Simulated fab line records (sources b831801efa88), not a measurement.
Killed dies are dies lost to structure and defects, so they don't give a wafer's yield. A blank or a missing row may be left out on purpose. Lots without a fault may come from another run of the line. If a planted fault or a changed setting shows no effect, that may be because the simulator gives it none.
Matching of chambers -- flow sky130 -- SKY_VIA3_CMP_24 on cmp-01 has 4 sister chambers
The step polishes, stops on SiO2, t overpolish 20 s, target thk 0 nm. 30 wafers are shown with their chamber, then 12 later ones without.

== EACH WAFER AND ITS CHAMBER ==
wafer,chamber,motor current A (A),time to endpoint s (s),overpolish run s (s)
L076.1,0,11.8,97,20.002
L076.2,3,11.0,96,20.012
L076.4,1,9.8,96,19.989
L078.1,3,11.3,96,20.002
L078.3,2,12.1,93,20.007
L078.6,1,10.4,94,20.001
L077.1,2,11.2,95,19.984
L077.4,3,11.1,94,20.016
L077.6,0,11.2,98,20.001
L081.1,1,10.3,93,19.995
L081.4,2,11.4,89,19.999
L081.5,0,11.7,96,20.006
L082.3,1,10.5,94,20.022
L082.5,3,11.4,92,20.003
L082.6,2,11.9,97,20.001
L084.2,1,9.9,94,20.003
L084.4,0,11.8,97,20.001
L084.6,3,10.6,96,19.998
L086.1,3,11.8,97,20.016
L086.3,2,11.7,98,20.004
L086.4,1,10.2,96,19.993
L089.3,3,11.0,99,19.998
L089.4,0,11.8,101,19.980
L089.5,0,11.7,105,19.996
L091.2,0,12.1,105,20.008
L091.4,1,10.4,98,20.007
L091.6,3,10.8,98,19.998
L090.2,0,11.8,100,20.015
L090.3,1,10.3,95,19.986
L090.5,2,11.6,96,19.997

SIGNATURES (averages over the wafers above)
reading,chamber 0,chamber 1,chamber 2,chamber 3,scatter within a chamber
motor current A,11.738,10.225,11.650,11.125,0.303
time to endpoint s,99.88,95.00,94.67,96.00,2.73
overpolish run s,20.00113,19.99950,19.99867,20.00538,0.00969
Rule: a wafer lies at a distance from a chamber equal to the root of the sum of squares, over the readings, of (its reading less the chamber's mean, divided by the reading's scatter). If the next closest chamber is less than 2 further off than the closest, the wafer can't be placed; otherwise it belongs to the closest. The scatter: the root of (the sum of the squares of (reading less its chamber's mean) over the shown wafers, divided by (wafers less chambers)).

== WAFERS MISSING THEIR CHAMBER ==
wafer,motor current A (A),time to endpoint s (s),overpolish run s (s)
L092.1,11.8,104,19.998
L092.4,10.7,102,19.999
L092.5,11.6,105,20.012
L093.2,11.2,102,19.990
L093.3,11.7,101,19.998
L093.5,11.0,101,19.991
L094.1,11.7,103,19.998
L094.4,9.7,100,19.994
L094.5,12.1,104,20.006
L096.1,9.7,98,19.995
L096.2,11.6,99,20.020
L096.3,11.6,100,20.013

== WHICH CHAMBER EACH WENT THROUGH ==
wafer,from the rows above,in truth
L092.1,can't be placed: 0 or 2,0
L092.4,can't be placed: 3 or 1 or 0 or 2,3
L092.5,can't be placed: 0 or 3 or 2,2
L093.2,can't be placed: 0 or 3 or 2 or 1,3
L093.3,can't be placed: 0 or 2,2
L093.5,can't be placed: 3 or 0 or 2 or 1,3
L094.1,can't be placed: 0 or 2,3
L094.4,1,1
L094.5,can't be placed: 0 or 2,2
L096.1,1,1
L096.2,can't be placed: 0 or 3 or 2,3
L096.3,can't be placed: 0 or 3 or 2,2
Placed correctly: 2 of 12. Can't be placed from these rows: 10 (the true chamber is among the candidates in 9). 0 placed wrongly.
